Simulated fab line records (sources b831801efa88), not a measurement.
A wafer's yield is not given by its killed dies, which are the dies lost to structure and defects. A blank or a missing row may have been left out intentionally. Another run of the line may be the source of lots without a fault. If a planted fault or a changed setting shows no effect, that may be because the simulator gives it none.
fab line records	flow sky130
record: lots: 24	wafers: 72	lastDay: 50
route steps=708 shown GATE_OXIDE@197 LOCAL_INTERCONNECT@400 METAL3@565 METAL4@600 VIA4@640 METAL5@677
lots untouched by any fault: they come from a run of this same line in which no faults occurred
startH: start of the lot's first displayed wafer, in hours after the record's first day	waitH: time in hours since the lot's previous step	" unchanged from the row above	L1.1+2: a single row standing in for several wafers	- value missing, or start not given	* or withheld: withheld	< > ~ a bound
route shown NAME@n: NAME is a module with steps in the file, n the number in the route of the first one	usual: mean and standard deviation over wafers with no fault	same: alike in all rows	chamber/n: place in a boat	sites: each site's reading	_std_site: their standard deviation	_edge_site: mean of outer sites minus mean of inner sites	radiusMm: how far each site lies from the wafer's centre	mask NAME#n: copy n	behind: the tool/chamber that last shaped the wafer	hold: the reason the lot was held/the length of the hold in hours/how it ended	device: which transistor (n, p or np) failed to switch	end of line: the route-end tests of the same wafers	step lacking rows: just its recipe	killed: dies lost to structure and defects at the first sort, not the wafer's yield	map: per-die view of a wafer (x killed, . not killed, _ where there is no die)
set.NAME: the setting as run; set.NAME@STEP: as run at that earlier step	model.NAME: the simulator's own value behind a step, which no gauge read
steps of the route over a sample of lots; a table a step, a row a wafer
services: from which hour (startH, from the record's first day; less than 0 if before it) a tool's chamber was out of use, for how many hours, and why
== steps ==
step: SKY_GATE_OXIDE_OVL_MEAS_10
usual: GATE_OXIDE_OVL: 0.1/1.5
lot.wafer	tool	chamber	startH	waitH	GATE_OXIDE_OVL[nm]
L074.2	overlay-02	-	304.65	0.1	3.1
L074.3	"	-	"	"	2.2
L074.4	"	-	"	"	2.7
L075.2	overlay-02	-	310.55	0.1	-2.0
L075.4	"	-	"	"	-3.4
L075.5	"	-	"	"	-2.0
L076.3	overlay-02	-	316.77	0.1	-1.3
L076.4	"	-	"	"	-1.6
L076.6	"	-	"	"	0.9
L077.2	overlay-01	-	324.20	0.1	-0.9
L077.3	"	-	"	"	-1.7
L077.4	"	-	"	"	-1.3
L078.2	overlay-01	-	338.00	0.1	-1.2
L078.4	"	-	"	"	-4.9
L078.6	"	-	"	"	-2.9
L079.3	overlay-02	-	347.28	0.1	0.3
L079.5	"	-	"	"	-0.7
L079.6	"	-	"	"	-0.6
L080.1	overlay-02	-	358.66	0.1	0.9
L080.2	"	-	"	"	0.8
L080.4	"	-	"	"	1.6
L081.2	overlay-02	-	358.96	0.1	2.2
L081.3	"	-	"	"	1.8
L081.5	"	-	"	"	-0.1
L082.1	overlay-02	-	375.52	0.1	2.8
L082.5	"	-	"	"	-0.7
L082.6	"	-	"	"	0.9
L083.1	overlay-01	-	396.60	0.1	-0.4
L083.3	"	-	"	"	1.7
L083.4	"	-	"	"	-0.9
L084.1	overlay-01	-	419.97	0.1	1.3
L084.2	"	-	"	"	1.0
L084.6	"	-	"	"	1.6
L085.1	overlay-01	-	420.19	0.1	-1.2
L085.3	"	-	"	"	-1.0
L085.4	"	-	"	"	-0.7
L086.1	overlay-01	-	423.57	0.1	2.9
L086.4	"	-	"	"	3.2
L086.6	"	-	"	"	1.8
L087.1	overlay-02	-	423.74	0.1	-2.2
L087.5	"	-	"	"	-1.5
L087.6	"	-	"	"	-1.8
L088.1	overlay-01	-	433.99	0.1	0.7
L088.2	"	-	"	"	0.4
L088.4	"	-	"	"	0.9
L089.1	overlay-01	-	438.14	0.1	1.4
L089.2	"	-	"	"	1.2
L089.6	"	-	"	"	1.9
L090.3	overlay-01	-	442.65	0.1	2.3
L090.5	"	-	"	"	1.0
L090.6	"	-	"	"	1.9
L092.1	overlay-01	-	460.79	0.1	-0.1
L092.4	"	-	"	"	2.4
L092.5	"	-	"	"	0.7
L091.2	overlay-02	-	461.01	0.1	-1.6
L091.3	"	-	"	"	-1.9
L091.5	"	-	"	"	-0.9
L093.4	overlay-01	-	468.68	0.1	0.8
L093.5	"	-	"	"	0.3
L093.6	"	-	"	"	-0.8
L094.1	overlay-02	-	476.52	0.1	-2.3
L094.2	"	-	"	"	-1.4
L094.5	"	-	"	"	-0.1
L095.1	overlay-01	-	481.00	0.1	-0.7
L095.4	"	-	"	"	0.0
L095.6	"	-	"	"	-1.1
L096.2	overlay-01	-	485.32	0.1	1.2
L096.4	"	-	"	"	1.0
L096.5	"	-	"	"	0.3
L097.1	overlay-01	-	502.05	0.1	-0.2
L097.2	"	-	"	"	0.7
L097.3	"	-	"	"	0.2
step: SKY_LOCAL_INTERCONNECT_ETCH_13
recipe: chemistry: N2/H2	target: BARC	ionEnergyEv: 200	biasW: 100	pressureMtorr: 30	n2FlowSccm: 100	h2FlowSccm: 200	icpW: 500	stopOn: SiO2	timeS: 45.9	targetDepthA: 600
usual: drypumpMotorCurrentA: 6.00/0.27	oesProductAu: 0.855/0.0045	throttleValvePct: 13.224/0.0088
lot.wafer	tool	chamber	startH	waitH	drypumpMotorCurrentA	oesProductAu	rfHoursCounterH	throttleValvePct
L074.2	rieMetal-03	0	698.49	0.0	5.56	0.857	12	13.208
L074.3	"	1	"	"	6.10	0.858	-	13.227
L074.4	"	0	"	"	5.55	0.863	-	13.215
L075.2	rieMetal-02	1	704.61	0.0	6.07	0.856	13	13.226
L075.4	"	0	"	"	6.24	0.858	-	13.212
L075.5	"	0	"	"	6.24	0.862	-	13.228
L076.3	rieMetal-01	0	715.54	0.0	5.61	0.858	-	13.226
L076.4	"	1	"	"	6.26	0.856	-	13.225
L076.6	"	0	"	"	5.62	0.859	-	13.229
L077.2	rieMetal-01	0	724.54	0.0	5.63	0.865	11	13.216
L077.3	"	0	"	"	5.63	0.857	-	13.227
L077.4	"	1	"	"	6.28	0.854	-	13.235
L078.2	rieMetal-01	1	735.97	0.0	6.27	0.857	3	13.236
L078.4	"	1	"	"	6.27	0.860	-	13.220
L078.6	"	1	"	"	6.24	0.860	-	13.212
L079.3	rieMetal-01	0	743.08	0.0	5.60	0.859	-	13.220
L079.5	"	1	"	"	6.24	0.853	-	13.232
L079.6	"	0	"	"	5.60	0.859	-	13.222
L081.2	rieMetal-02	1	754.67	0.0	6.04	0.854	15	13.223
L081.3	"	1	"	"	6.01	0.857	-	13.218
L081.5	"	1	"	"	6.04	0.854	-	13.218
L080.1	rieMetal-03	1	763.27	0.0	6.14	0.865	4	13.211
L080.2	"	0	"	"	5.58	0.860	14	13.228
L080.4	"	1	"	"	6.14	0.859	-	13.223
L082.1	rieMetal-03	1	767.41	0.0	6.12	0.850	4	13.224
L082.5	"	0	"	"	5.55	0.852	-	13.224
L082.6	"	1	"	"	6.14	0.854	-	13.242
L083.1	rieMetal-03	1	788.16	0.0	6.12	0.864	4	13.230
L083.3	"	1	"	"	6.16	0.857	-	13.214
L083.4	"	0	"	"	5.56	0.860	-	13.216
L084.1	rieMetal-02	0	806.87	0.0	6.20	0.860	10	13.228
L084.2	"	0	"	"	6.18	0.862	-	13.225
L084.6	"	0	"	"	6.18	0.856	-	13.224
L085.1	rieMetal-03	1	808.72	0.0	6.09	0.857	5	13.205
L085.3	"	0	"	"	5.58	0.852	-	13.216
L085.4	"	1	"	"	6.14	0.855	-	13.233
L086.1	rieMetal-02	0	812.69	0.0	6.21	0.858	11	13.239
L086.4	"	0	"	"	6.20	0.854	-	13.239
L086.6	"	0	"	"	6.19	0.849	-	13.237
L087.1	rieMetal-01	0	813.04	0.0	5.61	0.860	14	13.227
L087.5	"	1	"	"	6.24	0.852	-	13.238
L087.6	"	0	"	"	5.61	0.849	-	13.235
L088.1	rieMetal-02	0	820.41	0.0	6.20	0.854	11	13.221
L088.2	"	1	"	"	6.05	0.858	0	13.236
L088.4	"	0	"	"	6.18	0.860	-	13.223
L089.1	rieMetal-02	1	824.72	0.0	6.04	0.854	0	13.231
L089.2	"	0	"	"	6.18	0.853	12	13.218
L089.6	"	0	"	"	6.20	0.859	-	13.238
L090.3	rieMetal-01	0	826.23	0.0	5.61	0.855	-	13.215
L090.5	"	0	"	"	5.62	0.851	-	13.226
L090.6	"	1	"	"	6.24	0.845	-	13.221
L092.1	rieMetal-03	1	842.76	0.0	6.15	0.846	7	13.229
L092.4	"	1	"	"	6.11	0.855	-	13.221
L092.5	"	0	"	"	5.55	0.853	-	13.234
L091.2	rieMetal-02	0	843.67	0.0	6.24	0.853	13	13.214
L091.3	"	1	"	"	6.07	0.854	-	13.237
L091.5	"	1	"	"	6.07	0.850	-	13.236
L093.4	rieMetal-01	0	848.39	0.0	5.62	0.851	-	13.228
L093.5	"	0	"	"	5.59	0.846	-	13.210
L093.6	"	1	"	"	6.27	0.851	-	13.228
L094.1	rieMetal-01	1	855.41	0.0	6.26	0.850	7	13.218
L094.2	"	1	"	"	6.24	0.845	-	13.223
L094.5	"	1	"	"	6.22	0.857	-	13.227
L095.1	rieMetal-03	0	859.82	0.0	5.54	0.856	1	13.229
L095.4	"	0	"	"	5.56	0.853	-	13.226
L095.6	"	0	"	"	5.57	0.852	-	13.222
L096.2	rieMetal-02	0	864.07	0.0	6.20	0.861	13	13.239
L096.4	"	0	"	"	6.24	0.855	-	13.217
L096.5	"	1	"	"	6.05	0.855	-	13.211
L097.1	rieMetal-02	0	877.01	0.0	6.24	0.847	14	13.242
L097.2	"	1	"	"	6.03	0.849	2	13.223
L097.3	"	0	"	"	6.18	0.851	-	13.211
step: SKY_METAL3_DESCUM_15
recipe: chemistry: O2	sourcePowerW: 150	biasPowerW: 0	pressureMtorr: 10	tempC: 40	timeS: 8
usual: drypumpMotorCurrentA: 5.99/0.27	oesProductAu: 1.004/0.022
lot.wafer	tool	chamber	startH	waitH	drypumpMotorCurrentA	oesProductAu	rfHoursCounterH
L074.2	rieMetal-03	1	895.81	0.0	6.10	1.006	10
L074.3	"	1	"	"	6.12	1.006	-
L074.4	"	0	"	"	5.55	1.025	-
L075.2	rieMetal-01	1	900.17	0.0	6.24	0.981	10
L075.4	"	0	"	"	5.60	0.982	-
L075.5	"	1	"	"	6.23	0.988	-
L076.3	rieMetal-03	1	910.01	0.0	6.08	1.006	-
L076.4	"	0	"	"	5.57	1.017	-
L076.6	"	1	"	"	6.12	1.004	-
L077.2	rieMetal-01	0	915.56	0.0	5.60	0.979	2
L077.3	"	1	"	"	6.25	0.978	-
L077.4	"	0	"	"	5.59	0.978	-
L078.2	rieMetal-02	1	928.12	0.0	6.04	1.011	5
L078.4	"	0	"	"	6.20	1.022	-
L078.6	"	0	"	"	6.17	1.025	-
L079.3	rieMetal-01	0	934.68	0.0	5.61	0.968	-
L079.5	"	0	"	"	5.60	0.977	-
L079.6	"	1	"	"	6.24	0.970	-
L081.2	rieMetal-01	1	945.91	0.0	6.24	0.982	12
L081.3	"	0	"	"	5.59	0.982	-
L081.5	"	1	"	"	6.22	0.983	-
L080.1	rieMetal-02	1	952.87	0.0	6.05	1.015	6
L080.2	"	0	"	"	6.14	1.026	18
L080.4	"	0	"	"	6.20	1.036	-
L082.1	rieMetal-02	0	958.02	0.0	6.18	1.023	18
L082.5	"	1	"	"	6.04	1.005	-
L082.6	"	0	"	"	6.20	1.029	-
L083.1	rieMetal-03	1	976.52	0.0	6.12	1.004	14
L083.3	"	1	"	"	6.14	1.010	-
L083.4	"	0	"	"	5.53	1.026	-
L084.1	rieMetal-03	0	994.37	0.0	5.56	1.030	8
L084.2	"	1	"	"	6.09	1.011	15
L084.6	"	1	"	"	6.15	1.009	-
L085.1	rieMetal-01	1	996.02	0.0	6.24	0.986	14
L085.3	"	1	"	"	6.24	0.986	-
L085.4	"	1	"	"	6.27	0.986	-
L086.1	rieMetal-03	0	998.35	0.0	5.56	1.045	9
L086.4	"	0	"	"	5.55	1.039	-
L086.6	"	0	"	"	5.56	1.022	-
L087.1	rieMetal-02	1	999.26	0.0	6.03	1.019	8
L087.5	"	0	"	"	6.17	1.021	-
L087.6	"	1	"	"	6.05	1.026	-
L088.1	rieMetal-02	0	1005.81	0.0	6.16	1.026	20
L088.2	"	1	"	"	6.05	1.024	9
L088.4	"	1	"	"	6.04	1.018	-
L089.1	rieMetal-01	1	1008.45	0.0	6.25	0.981	15
L089.2	"	0	"	"	5.60	0.971	6
L089.6	"	1	"	"	6.25	0.988	-
L090.3	rieMetal-02	1	1010.63	0.0	6.04	1.027	-
L090.5	"	1	"	"	6.07	1.028	-
L090.6	"	0	"	"	6.16	1.023	-
L092.1	rieMetal-03	0	1025.01	0.0	5.58	1.031	11
L092.4	"	0	"	"	5.57	1.026	-
L092.5	"	1	"	"	6.14	1.002	-
L091.2	rieMetal-02	1	1025.47	0.0	6.05	1.023	10
L091.3	"	0	"	"	6.16	1.031	-
L091.5	"	0	"	"	6.19	1.020	-
L093.4	rieMetal-02	1	1030.08	0.0	6.03	1.019	-
L093.5	"	0	"	"	6.17	1.025	-
L093.6	"	1	"	"	6.03	1.022	-
L094.1	rieMetal-01	1	1036.67	0.0	6.28	0.980	16
L094.2	"	0	"	"	5.59	0.981	7
L094.5	"	0	"	"	5.60	0.968	-
L095.1	rieMetal-01	0	1040.60	0.0	5.60	0.976	7
L095.4	"	1	"	"	6.28	0.979	-
L095.6	"	1	"	"	6.29	0.972	-
L096.2	rieMetal-02	0	1044.32	0.0	6.21	1.015	23
L096.4	"	0	"	"	6.24	1.029	-
L096.5	"	1	"	"	6.03	1.021	-
L097.1	rieMetal-01	1	1054.10	0.0	6.23	0.978	18
L097.2	"	0	"	"	5.58	0.979	8
L097.3	"	0	"	"	5.58	0.972	-
step: SKY_METAL4_SPUTTER_02
recipe: material: AlCu	targetThkNm: 735	powerW: 10600	timeS: 39.1	chamberPressurePa: 0.4
usual: throttleValvePct: 30.6/0.76
lot.wafer	tool	chamber	startH	waitH	throttleValvePct
L074.2	pvdSputter-01	-	923.39	0.0	31.1
L074.3	"	-	"	"	30.0
L074.4	"	-	"	"	30.4
L075.2	pvdSputter-01	-	928.28	0.0	31.4
L075.4	"	-	"	"	30.4
L075.5	"	-	"	"	30.7
L076.3	pvdSputter-01	-	937.74	0.0	29.8
L076.4	"	-	"	"	30.7
L076.6	"	-	"	"	29.9
L077.2	pvdSputter-01	-	943.91	0.0	30.2
L077.3	"	-	"	"	29.6
L077.4	"	-	"	"	30.3
L078.2	pvdSputter-01	-	955.57	0.0	29.9
L078.4	"	-	"	"	30.3
L078.6	"	-	"	"	30.5
L079.3	pvdSputter-04	-	962.16	0.0	30.8
L079.5	"	-	"	"	31.6
L079.6	"	-	"	"	30.7
L081.2	pvdSputter-01	-	972.99	0.0	30.6
L081.3	"	-	"	"	30.4
L081.5	"	-	"	"	30.2
L080.1	pvdSputter-03	-	980.63	0.0	31.2
L080.2	"	-	"	"	29.2
L080.4	"	-	"	"	29.8
L082.1	pvdSputter-03	-	985.67	0.0	29.2
L082.5	"	-	"	"	31.6
L082.6	"	-	"	"	31.0
L083.1	pvdSputter-01	-	1003.20	0.0	30.3
L083.3	"	-	"	"	30.5
L083.4	"	-	"	"	29.9
L084.1	pvdSputter-04	-	1020.15	0.0	31.0
L084.2	"	-	"	"	31.8
L084.6	"	-	"	"	31.1
L085.1	pvdSputter-03	-	1022.03	0.0	31.2
L085.3	"	-	"	"	29.9
L085.4	"	-	"	"	29.2
L086.1	pvdSputter-03	-	1024.34	0.0	29.7
L086.4	"	-	"	"	31.7
L086.6	"	-	"	"	29.0
L087.1	pvdSputter-03	-	1025.65	0.0	30.9
L087.5	"	-	"	"	30.7
L087.6	"	-	"	"	29.1
L088.1	pvdSputter-04	-	1031.45	0.0	31.3
L088.2	"	-	"	"	31.8
L088.4	"	-	"	"	30.8
L089.1	pvdSputter-01	-	1034.40	0.0	30.6
L089.2	"	-	"	"	29.5
L089.6	"	-	"	"	30.2
L090.3	pvdSputter-01	-	1035.73	0.0	31.4
L090.5	"	-	"	"	30.4
L090.6	"	-	"	"	29.9
L092.1	pvdSputter-03	-	1050.03	0.0	30.9
L092.4	"	-	"	"	29.8
L092.5	"	-	"	"	29.1
L091.2	pvdSputter-01	-	1050.87	0.0	30.4
L091.3	"	-	"	"	31.5
L091.5	"	-	"	"	30.3
L093.4	pvdSputter-01	-	1055.25	0.0	30.6
L093.5	"	-	"	"	30.2
L093.6	"	-	"	"	31.6
L094.1	pvdSputter-04	-	1060.79	0.0	31.9
L094.2	"	-	"	"	31.4
L094.5	"	-	"	"	31.9
L095.1	pvdSputter-04	-	1065.58	0.0	31.0
L095.4	"	-	"	"	31.6
L095.6	"	-	"	"	31.2
L096.2	pvdSputter-01	-	1069.56	0.0	31.2
L096.4	"	-	"	"	30.4
L096.5	"	-	"	"	30.3
L097.1	pvdSputter-04	-	1077.74	0.0	31.8
L097.2	"	-	"	"	31.6
L097.3	"	-	"	"	30.6
step: SKY_VIA4_THK_MEAS_01
recipe: reads: SiO2_of_VIA4_HDPCVD_00
usual: VIA4_HDPCVD_THK: 1765/27
lot.wafer	tool	chamber	startH	waitH	VIA4_HDPCVD_THK[nm]
L074.2	filmMetro-02	-	973.64	0.1	1705
L074.3	"	-	"	"	1751
L074.4	"	-	"	"	1725
L075.2	filmMetro-02	-	979.28	0.1	1774
L075.4	"	-	"	"	1757
L075.5	"	-	"	"	1769
L076.3	filmMetro-02	-	987.30	0.1	1743
L076.4	"	-	"	"	1732
L076.6	"	-	"	"	1769
L077.2	filmMetro-01	-	992.47	0.1	1716
L077.3	"	-	"	"	1725
L077.4	"	-	"	"	1777
L078.2	filmMetro-01	-	1004.85	0.1	1741
L078.4	"	-	"	"	1739
L078.6	"	-	"	"	1767
L079.3	filmMetro-02	-	1011.97	0.1	1798
L079.5	"	-	"	"	1795
L079.6	"	-	"	"	1785
L081.2	filmMetro-03	-	1021.61	0.1	1795
L081.3	"	-	"	"	1788
L081.5	"	-	"	"	1773
L080.1	filmMetro-03	-	1029.18	0.1	1810
L080.2	"	-	"	"	1778
L080.4	"	-	"	"	1792
L082.1	filmMetro-03	-	1033.65	0.1	1718
L082.5	"	-	"	"	1748
L082.6	"	-	"	"	1742
L083.1	filmMetro-02	-	1051.09	0.1	1740
L083.3	"	-	"	"	1752
L083.4	"	-	"	"	1776
L084.1	filmMetro-03	-	1066.52	0.1	1748
L084.2	"	-	"	"	1768
L084.6	"	-	"	"	1783
L085.1	filmMetro-01	-	1068.62	0.1	1775
L085.3	"	-	"	"	1802
L085.4	"	-	"	"	1784
L086.1	filmMetro-03	-	1070.52	0.1	1769
L086.4	"	-	"	"	1761
L086.6	"	-	"	"	1752
L087.1	filmMetro-01	-	1071.64	0.1	1753
L087.5	"	-	"	"	1744
L087.6	"	-	"	"	1755
L088.1	filmMetro-02	-	1076.27	0.1	1744
L088.2	"	-	"	"	1764
L088.4	"	-	"	"	1757
L089.1	filmMetro-02	-	1079.17	0.1	1796
L089.2	"	-	"	"	1755
L089.6	"	-	"	"	1772
L090.3	filmMetro-02	-	1080.51	0.1	1723
L090.5	"	-	"	"	1756
L090.6	"	-	"	"	1751
L092.1	filmMetro-01	-	1094.92	0.1	1766
L092.4	"	-	"	"	1758
L092.5	"	-	"	"	1761
L091.2	filmMetro-03	-	1095.13	0.1	1774
L091.3	"	-	"	"	1820
L091.5	"	-	"	"	1828
L093.4	filmMetro-01	-	1098.50	0.0	1780
L093.5	"	-	"	"	1770
L093.6	"	-	"	"	1827
L094.1	filmMetro-01	-	1102.55	0.1	1715
L094.2	"	-	"	"	1724
L094.5	"	-	"	"	1731
L095.1	filmMetro-01	-	1108.80	0.1	1773
L095.4	"	-	"	"	1785
L095.6	"	-	"	"	1802
L096.2	filmMetro-02	-	1112.27	0.1	1725
L096.4	"	-	"	"	1738
L096.5	"	-	"	"	1775
L097.1	filmMetro-03	-	1119.13	0.1	1781
L097.2	"	-	"	"	1780
L097.3	"	-	"	"	1793
step: SKY_METAL5_STRIP_16
recipe: chemistry: O2/N2	powerW: 1400	pressureMtorr: 1500	platenTempC: withheld	o2FlowSccm: 3000	n2FlowSccm: 300	overashFraction: 0.5
usual: drypumpMotorCurrentA: 5.6/0.3	oesProductAu: 0.711/0.0042	stripTimeToEndpointS: 13.12/0.25
lot.wafer	tool	chamber	startH	waitH	drypumpMotorCurrentA	oesProductAu	rfHoursCounterH	stripTimeToEndpointS
L074.2	plasmaAsher-02	0	1022.58	0.2	5.7	0.711	125	13.08
L074.3	"	1	"	"	5.5	0.715	-	13.02
L074.4	"	0	"	"	5.7	0.712	-	13.12
L075.2	plasmaAsher-04	0	1027.29	0.2	6.2	0.710	28	12.96
L075.4	"	1	"	"	5.8	0.713	-	12.96
L075.5	"	1	"	"	5.8	0.707	-	13.00
L076.3	plasmaAsher-02	1	1034.77	0.1	5.5	0.714	-	13.43
L076.4	"	0	"	"	5.7	0.715	-	13.42
L076.6	"	0	"	"	5.7	0.711	-	13.44
L077.2	plasmaAsher-04	0	1040.10	0.2	6.1	0.708	30	12.96
L077.3	"	1	"	"	5.8	0.715	-	12.99
L077.4	"	0	"	"	6.2	0.711	-	12.73
L078.2	plasmaAsher-03	0	1052.54	0.2	5.7	0.705	60	12.79
L078.4	"	0	"	"	5.7	0.709	-	13.06
L078.6	"	1	"	"	5.1	0.703	-	12.76
L079.3	plasmaAsher-03	1	1058.01	0.1	5.1	0.712	-	13.10
L079.5	"	1	"	"	5.2	0.708	-	13.09
L079.6	"	0	"	"	5.6	0.715	-	13.12
L081.2	plasmaAsher-02	1	1066.94	0.2	5.5	0.707	0	13.00
L081.3	"	0	"	"	5.7	0.707	-	12.90
L081.5	"	0	"	"	5.7	0.714	-	12.98
L080.1	plasmaAsher-02	0	1073.62	0.2	5.7	0.712	2	13.14
L080.2	"	1	"	"	5.5	0.713	2	13.14
L080.4	"	0	"	"	5.7	0.713	-	13.17
L082.1	plasmaAsher-03	1	1078.84	0.2	5.1	0.713	61	13.35
L082.5	"	0	"	"	5.6	0.704	-	13.41
L082.6	"	1	"	"	5.1	0.708	-	13.42
L083.1	plasmaAsher-03	1	1094.23	0.2	5.1	0.709	63	13.36
L083.3	"	0	"	"	5.6	0.712	-	13.45
L083.4	"	1	"	"	5.2	0.709	-	13.32
L084.1	plasmaAsher-03	0	1109.28	0.2	5.6	0.715	64	12.80
L084.2	"	1	"	"	5.1	0.716	64	12.87
L084.6	"	1	"	"	5.1	0.713	-	12.81
L085.1	plasmaAsher-02	1	1111.40	0.2	5.5	0.710	5	13.56
L085.3	"	1	"	"	5.5	0.710	-	13.39
L085.4	"	0	"	"	5.7	0.701	-	13.34
L087.1	plasmaAsher-04	0	1112.74	0.2	6.2	0.707	37	13.61
L087.5	"	1	"	"	5.8	0.713	-	13.55
L087.6	"	0	"	"	6.2	0.705	-	13.46
L086.1	plasmaAsher-02	1	1112.92	0.4	5.5	0.706	5	13.06
L086.4	"	1	"	"	5.5	0.717	-	12.96
L086.6	"	0	"	"	5.7	0.708	-	12.92
L088.1	plasmaAsher-02	0	1117.39	0.2	5.7	0.710	6	12.77
L088.2	"	1	"	"	5.5	0.703	6	12.98
L088.4	"	1	"	"	5.5	0.710	-	12.92
L089.1	plasmaAsher-02	0	1120.93	0.2	5.7	0.712	6	13.50
L089.2	"	1	"	"	5.5	0.706	6	13.61
L089.6	"	1	"	"	5.5	0.710	-	13.43
L090.3	plasmaAsher-04	0	1122.21	0.1	6.2	0.706	-	12.82
L090.5	"	1	"	"	5.8	0.715	-	12.86
L090.6	"	0	"	"	6.2	0.703	-	12.98
L092.1	plasmaAsher-02	1	1136.08	0.2	5.5	0.711	7	13.34
L092.4	"	1	"	"	5.5	0.711	-	13.30
L092.5	"	0	"	"	5.7	0.707	-	13.29
L091.2	plasmaAsher-03	0	1136.25	0.2	5.7	0.709	67	12.80
L091.3	"	1	"	"	5.1	0.703	-	13.12
L091.5	"	0	"	"	5.6	0.707	-	12.86
L093.4	plasmaAsher-03	1	1138.06	0.1	5.2	0.703	-	13.06
L093.5	"	0	"	"	5.6	0.712	-	13.08
L093.6	"	1	"	"	5.1	0.708	-	13.20
L094.1	plasmaAsher-03	0	1141.53	0.2	5.6	0.713	67	12.88
L094.2	"	1	"	"	5.1	0.712	67	13.16
L094.5	"	1	"	"	5.2	0.707	-	12.94
L095.1	plasmaAsher-03	1	1149.24	0.2	5.1	0.713	68	12.82
L095.4	"	1	"	"	5.2	0.708	-	12.87
L095.6	"	1	"	"	5.2	0.716	-	12.87
L096.2	plasmaAsher-04	0	1152.25	0.2	6.2	0.711	41	13.46
L096.4	"	1	"	"	5.8	0.717	-	13.36
L096.5	"	0	"	"	6.2	0.714	-	13.53
L097.1	plasmaAsher-04	0	1158.90	0.2	6.2	0.719	42	12.78
L097.2	"	1	"	"	5.8	0.710	42	12.93
L097.3	"	0	"	"	6.2	0.706	-	12.91
== services ==
tool	chamber	startH	hours	kind
plasmaAsher-02	-	680.47	2.7	repair
plasmaAsher-03	-	693.33	40.2	pm
pvdSputter-01	-	721.69	7.6	repair
rieMetal-01	-	730.53	1.4	pm
plasmaAsher-02	-	805.75	3.1	repair
rieMetal-03	-	824.03	3.1	repair
rieMetal-03	-	870.45	0.9	repair
pvdSputter-01	-	888.99	3.3	repair
plasmaAsher-02	-	898.92	14.6	pm
pvdSputter-01	-	899.16	1.0	repair
rieMetal-03	1	945.81	4.9	repair
plasmaAsher-03	-	956.01	2.8	pm
rieMetal-01	0	986.46	10.5	repair
rieMetal-03	-	996.13	1.6	repair
pvdSputter-01	-	1016.29	9.8	repair
plasmaAsher-03	-	1025.48	12.0	repair
rieMetal-03	-	1029.01	0.6	repair
plasmaAsher-02	-	1055.25	9.0	pm
plasmaAsher-03	-	1065.08	4.2	repair
plasmaAsher-03	-	1065.79	6.9	repair
rieMetal-01	1	1140.27	3.4	repair
plasmaAsher-03	-	1142.25	3.7	repair
rieMetal-02	-	1145.30	1.1	repair
plasmaAsher-02	-	1152.12	28.1	pm
== key ==
fault none
